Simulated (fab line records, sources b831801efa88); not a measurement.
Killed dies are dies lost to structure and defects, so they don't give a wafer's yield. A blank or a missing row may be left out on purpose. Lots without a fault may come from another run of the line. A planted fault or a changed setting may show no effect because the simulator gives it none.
Which tool did it? | flow gf180mcu | 24 lots, 72 wafers sampled, at 6 steps of a route of 602

WHAT THE GAUGES READ, wafer by wafer
GF_V1_RS_MEAS_24: measures by four-point-probe.
lot  | measured     | on            | V1_W_RS (ohm/sq)
L074 | day 18 05:28 | film_metro-01 | 0.321 0.318 0.318
L075 | day 18 15:56 | film_metro-04 | 0.332 0.330 0.330
L076 | day 18 20:10 | film_metro-04 | 0.326 0.331 0.332
L077 | day 19 07:29 | film_metro-01 | 0.328 0.333 0.328
L078 | day 19 23:14 | film_metro-01 | 0.328 0.329 0.325
L079 | day 20 08:22 | film_metro-04 | 0.323 0.328 0.326
L080 | day 20 15:34 | film_metro-02 | 0.320 0.328 0.322
L081 | day 21 02:58 | film_metro-01 | 0.327 0.326 0.326
L082 | day 21 11:22 | film_metro-01 | 0.327 0.330 0.334
L083 | day 21 14:38 | film_metro-01 | 0.324 0.324 0.319
L084 | day 22 02:54 | film_metro-04 | 0.337 0.325 0.334
L085 | day 22 09:23 | film_metro-01 | 0.326 0.331 0.328
L086 | day 22 15:04 | film_metro-04 | 0.329 0.329 0.323
L087 | day 22 21:10 | film_metro-02 | 0.329 0.327 0.326
L088 | day 23 10:54 | film_metro-01 | 0.324 0.323 0.327
L089 | day 23 16:50 | film_metro-02 | 0.326 0.323 0.324
L090 | day 23 22:31 | film_metro-02 | 0.326 0.331 0.328
L091 | day 24 13:13 | film_metro-02 | 0.326 0.325 0.326
L092 | day 24 14:05 | film_metro-01 | 0.323 0.322 0.321
L093 | day 24 20:30 | film_metro-04 | 0.325 0.323 0.329
L094 | day 25 07:24 | film_metro-04 | 0.332 0.328 0.329
L095 | day 25 16:01 | film_metro-04 | 0.331 0.332 0.328
L096 | day 25 21:56 | film_metro-02 | 0.327 0.333 0.328
L097 | day 26 06:38 | film_metro-01 | 0.326 0.325 0.325

GF_V2_THK_MEAS_01.
lot  | measured     | on            | V2_CVD_00_THK (nm)
L074 | day 19 07:11 | film_metro-02 | 607 591 597
L075 | day 19 18:08 | film_metro-02 | 599 602 591
L076 | day 19 23:12 | film_metro-02 | 598 601 598
L077 | day 20 09:38 | film_metro-02 | 604 599 604
L078 | day 21 01:36 | film_metro-03 | 601 593 595
L079 | day 21 09:22 | film_metro-03 | 593 588 601
L080 | day 21 16:53 | film_metro-02 | 601 607 605
L081 | day 22 04:46 | film_metro-02 | 602 606 609
L082 | day 22 12:45 | film_metro-03 | 600 591 606
L083 | day 22 16:10 | film_metro-03 | 600 598 591
L084 | day 23 03:47 | film_metro-02 | 590 594 598
L085 | day 23 09:32 | film_metro-02 | 605 607 596
L086 | day 23 15:16 | film_metro-01 | 600 603 600
L087 | day 23 21:23 | film_metro-03 | 606 608 596
L088 | day 24 11:08 | film_metro-03 | 601 606 599
L089 | day 24 16:14 | film_metro-03 | 599 604 602
L090 | day 24 21:59 | film_metro-02 | 606 605 605
L091 | day 25 12:04 | film_metro-02 | 590 589 604
L092 | day 25 13:27 | film_metro-02 | 613 607 600
L093 | day 25 19:17 | film_metro-03 | 603 605 606
L094 | day 26 06:02 | film_metro-02 | 609 604 607
L095 | day 26 14:14 | film_metro-01 | 608 609 608
L096 | day 26 20:38 | film_metro-03 | 607 606 609
L097 | day 27 03:54 | film_metro-03 | 613 616 613

GF_V4_OVL_MEAS_15.
lot  | measured     | on         | V4_OVL (nm)
L074 | day 24 11:11 | overlay-02 | -3 5 -1
L075 | day 24 20:16 | overlay-01 | -2 0 -3
L076 | day 24 23:13 | overlay-01 | -1 3 -2
L077 | day 25 09:51 | overlay-02 | -2 2 -1
L078 | day 25 23:26 | overlay-01 | -5 -4 1
L079 | day 26 07:07 | overlay-01 | 1 -3 -4
L080 | day 26 15:22 | overlay-01 | 3 -4 1
L081 | day 26 23:59 | overlay-01 | -4 -3 2
L082 | day 27 07:49 | overlay-02 | -1 9 -6
L083 | day 27 09:53 | overlay-02 | -2 -11 -6
L084 | day 27 20:26 | overlay-02 | -7 -4 -2
L085 | day 28 00:38 | overlay-01 | -5 -2 -5
L086 | day 28 06:40 | overlay-01 | -2 1 -6
L087 | day 28 11:53 | overlay-01 | 0 4 -2
L088 | day 28 23:07 | overlay-01 | 5 1 1
L089 | day 29 04:46 | overlay-02 | -2 -2 -3
L090 | day 29 09:36 | overlay-02 | 0 -7 1
L091 | day 29 22:26 | overlay-01 | -7 -7 1
L092 | day 29 23:53 | overlay-01 | 1 -8 -7
L093 | day 30 04:28 | overlay-02 | -2 -7 1
L094 | day 30 13:26 | overlay-01 | -15 -10 -7
L095 | day 30 20:32 | overlay-01 | -6 -5 -11
L096 | day 31 02:29 | overlay-02 | -5 -13 -9
L097 | day 31 08:55 | overlay-01 | 1 -2 0

WHICH TOOL RAN EACH LOT (tool, then ch and the chambers of the sampled wafers, then the start)
lot  | GF_V3_SPUTTER_21             | GF_M4_SPUTTER_01             | GF_V4_CMP_04
L074 | pvd_sputter-02, day 22 11:25 | pvd_sputter-03, day 22 12:12 | cmp-02 ch 0,1,3, day 23 12:44
L075 | pvd_sputter-02, day 22 21:35 | pvd_sputter-03, day 22 22:23 | cmp-02 ch 0,3, day 23 21:52
L076 | pvd_sputter-01, day 23 01:22 | pvd_sputter-03, day 23 02:09 | cmp-02 ch 2,3, day 24 00:43
L077 | pvd_sputter-04, day 23 12:41 | pvd_sputter-01, day 23 13:27 | cmp-01 ch 0,3, day 24 11:54
L078 | pvd_sputter-02, day 24 01:42 | pvd_sputter-01, day 24 02:29 | cmp-01 ch 0,1,3, day 25 01:15
L079 | pvd_sputter-04, day 24 09:49 | pvd_sputter-02, day 24 10:37 | cmp-02 ch 0,1, day 25 09:12
L080 | pvd_sputter-04, day 24 18:49 | pvd_sputter-02, day 24 19:37 | cmp-01 ch 0,3, day 25 18:19
L081 | pvd_sputter-01, day 25 04:13 | pvd_sputter-02, day 25 05:00 | cmp-01 ch 1,3, day 26 02:39
L082 | pvd_sputter-04, day 25 11:19 | pvd_sputter-03, day 25 12:06 | cmp-01 ch 2,3, day 26 11:05
L083 | pvd_sputter-02, day 25 14:43 | pvd_sputter-01, day 25 15:31 | cmp-02 ch 1,2,3, day 26 13:16
L084 | pvd_sputter-04, day 26 01:26 | pvd_sputter-03, day 26 02:16 | cmp-02 ch 0,2,3, day 27 00:34
L085 | pvd_sputter-01, day 26 06:19 | pvd_sputter-01, day 26 07:07 | cmp-02 ch 0,1,2, day 27 03:55
L086 | pvd_sputter-04, day 26 11:44 | pvd_sputter-02, day 26 12:32 | cmp-02 ch 0,1,3, day 27 10:45
L087 | pvd_sputter-04, day 26 17:46 | pvd_sputter-03, day 26 18:34 | cmp-02 ch 0,1, day 27 16:16
L088 | pvd_sputter-02, day 27 06:14 | pvd_sputter-03, day 27 07:02 | cmp-02 ch 0,2,3, day 28 03:51
L089 | pvd_sputter-01, day 27 11:32 | pvd_sputter-01, day 27 12:20 | cmp-01 ch 0,2, day 28 09:25
L090 | pvd_sputter-04, day 27 16:40 | pvd_sputter-03, day 27 17:28 | cmp-02 ch 0,1,2, day 28 14:17
L091 | pvd_sputter-01, day 28 05:32 | pvd_sputter-03, day 28 06:20 | cmp-01 ch 1,2, day 29 02:48
L092 | pvd_sputter-01, day 28 07:01 | pvd_sputter-02, day 28 07:48 | cmp-01 ch 1,2,3, day 29 04:28
L093 | pvd_sputter-02, day 28 11:03 | pvd_sputter-01, day 28 11:50 | cmp-01 ch 2,3, day 29 08:25
L094 | pvd_sputter-02, day 28 21:12 | pvd_sputter-03, day 28 21:59 | cmp-01 ch 0,1,3, day 29 18:18
L095 | pvd_sputter-01, day 29 05:43 | pvd_sputter-03, day 29 06:31 | cmp-02 ch 0,1,2, day 30 02:04
L096 | pvd_sputter-04, day 29 10:49 | pvd_sputter-02, day 29 11:37 | cmp-01 ch 2,3, day 30 07:59
L097 | pvd_sputter-02, day 29 18:16 | pvd_sputter-03, day 29 19:04 | cmp-02 ch 1,2,3, day 30 14:38
- GF_V3_SPUTTER_21: material Ti, target thk 15 nm, time 80.02 s.
- GF_M4_SPUTTER_01: material TiN, target thk 30 nm, time 25 s.
- GF_V4_CMP_04: polishes SiO2.

WHAT THE TOOLS THEMSELVES READ (means of the sampled wafers that have a number; where no wafer has one, the mark that the record gives instead)
GF_V3_SPUTTER_21.
lot  | tool           | cathode_dc_power_W (W) | throttle_valve_pct (%)
L074 | pvd_sputter-02 | 2499.7                 | 29.9
L075 | pvd_sputter-02 | 2500.0                 | 29.0
L076 | pvd_sputter-01 | 2500.5                 | 30.8
L077 | pvd_sputter-04 | 2500.3                 | 30.9
L078 | pvd_sputter-02 | 2499.8                 | 30.0
L079 | pvd_sputter-04 | 2500.1                 | 30.9
L080 | pvd_sputter-04 | 2500.1                 | 30.7
L081 | pvd_sputter-01 | 2500.1                 | 29.7
L082 | pvd_sputter-04 | 2499.7                 | 30.0
L083 | pvd_sputter-02 | 2499.9                 | 29.6
L084 | pvd_sputter-04 | 2500.1                 | 30.6
L085 | pvd_sputter-01 | 2500.1                 | 30.2
L086 | pvd_sputter-04 | 2499.8                 | 31.0
L087 | pvd_sputter-04 | 2500.3                 | 30.7
L088 | pvd_sputter-02 | 2500.0                 | 30.0
L089 | pvd_sputter-01 | 2499.7                 | 30.0
L090 | pvd_sputter-04 | 2499.7                 | 29.9
L091 | pvd_sputter-01 | 2500.2                 | 30.5
L092 | pvd_sputter-01 | 2500.1                 | 29.8
L093 | pvd_sputter-02 | 2500.0                 | 29.1
L094 | pvd_sputter-02 | 2499.8                 | 29.7
L095 | pvd_sputter-01 | 2500.1                 | 28.9
L096 | pvd_sputter-04 | 2499.8                 | 30.1
L097 | pvd_sputter-02 | 2500.4                 | 29.9

GF_M4_SPUTTER_01.
lot  | tool           | cathode_dc_power_W (W) | throttle_valve_pct (%)
L074 | pvd_sputter-03 | 6499.7                 | 31.1
L075 | pvd_sputter-03 | 6499.2                 | 29.9
L076 | pvd_sputter-03 | 6498.5                 | 30.1
L077 | pvd_sputter-01 | 6499.8                 | 29.7
L078 | pvd_sputter-01 | 6499.9                 | 30.1
L079 | pvd_sputter-02 | 6499.6                 | 29.1
L080 | pvd_sputter-02 | 6499.6                 | 30.1
L081 | pvd_sputter-02 | 6498.6                 | 29.0
L082 | pvd_sputter-03 | 6500.1                 | 31.2
L083 | pvd_sputter-01 | 6498.8                 | 30.1
L084 | pvd_sputter-03 | 6500.8                 | 30.1
L085 | pvd_sputter-01 | 6499.7                 | 30.7
L086 | pvd_sputter-02 | 6499.8                 | 30.1
L087 | pvd_sputter-03 | 6498.9                 | 30.1
L088 | pvd_sputter-03 | 6502.0                 | 30.0
L089 | pvd_sputter-01 | 6500.3                 | 30.1
L090 | pvd_sputter-03 | 6499.0                 | 30.2
L091 | pvd_sputter-03 | 6501.2                 | 29.8
L092 | pvd_sputter-02 | 6500.6                 | 29.1
L093 | pvd_sputter-01 | 6500.3                 | 30.6
L094 | pvd_sputter-03 | 6500.7                 | 30.9
L095 | pvd_sputter-03 | 6500.5                 | 31.1
L096 | pvd_sputter-02 | 6501.2                 | 29.3
L097 | pvd_sputter-03 | 6500.8                 | 30.0

GF_V4_CMP_04.
lot  | tool   | motor_current_A (A) | slurry_flow_ml_min | time_to_endpoint_s (s)
L074 | cmp-02 | 11.7                | 149.9              | 75
L075 | cmp-02 | 12.0                | 149.8              | 77
L076 | cmp-02 | 11.3                | 149.8              | 81
L077 | cmp-01 | 11.4                | 150.2              | 88
L078 | cmp-01 | 11.6                | 150.4              | 80
L079 | cmp-02 | 11.1                | 149.9              | 81
L080 | cmp-01 | 11.6                | 149.6              | 88
L081 | cmp-01 | 11.3                | 150.1              | 77
L082 | cmp-01 | 11.1                | 149.9              | 83
L083 | cmp-02 | 11.1                | 149.7              | 74
L084 | cmp-02 | 11.5                | 149.6              | 71
L085 | cmp-02 | 11.4                | 150.2              | 72
L086 | cmp-02 | 11.4                | 149.2              | 73
L087 | cmp-02 | 11.3                | 150.1              | 77
L088 | cmp-02 | 11.5                | 150.0              | 72
L089 | cmp-01 | 11.5                | 150.6              | 81
L090 | cmp-02 | 11.2                | 150.2              | 75
L091 | cmp-01 | 11.5                | 150.6              | 83
L092 | cmp-01 | 11.2                | 150.1              | 76
L093 | cmp-01 | 10.9                | 150.4              | 81
L094 | cmp-01 | 12.2                | 150.1              | 76
L095 | cmp-02 | 11.4                | 149.8              | 75
L096 | cmp-01 | 10.9                | 150.2              | 84
L097 | cmp-02 | 11.0                | 150.0              | 73

THE ANSWER, worked out from the rows above alone
Rule: what is usual is taken from the lots themselves. Put in order of their means at a reading, lots are off if they are a third of the lots or fewer, leave a main group of 4 or more, and stand apart from it by a gap of 3 or more times the standard deviation of the main group's means; of several such gaps the widest counts. A main group whose means are all the same, to the digits that the tables above print for the reading, isn't used. A lot without any number at a reading at which 4 lots or more have one is off too. The other lots that the step has rows for count as sound. The gauges are gone through in route order, then the tools' own readings, and for those a lot's mean is taken as printed above. The first step at which some lot is off is used, and at that step the reading that is off furthest; a lot without a number counts as furthest.
No lot is off at any reading shown: from this, nothing can be told.

WHAT THE SIMULATOR HAD PUT IN
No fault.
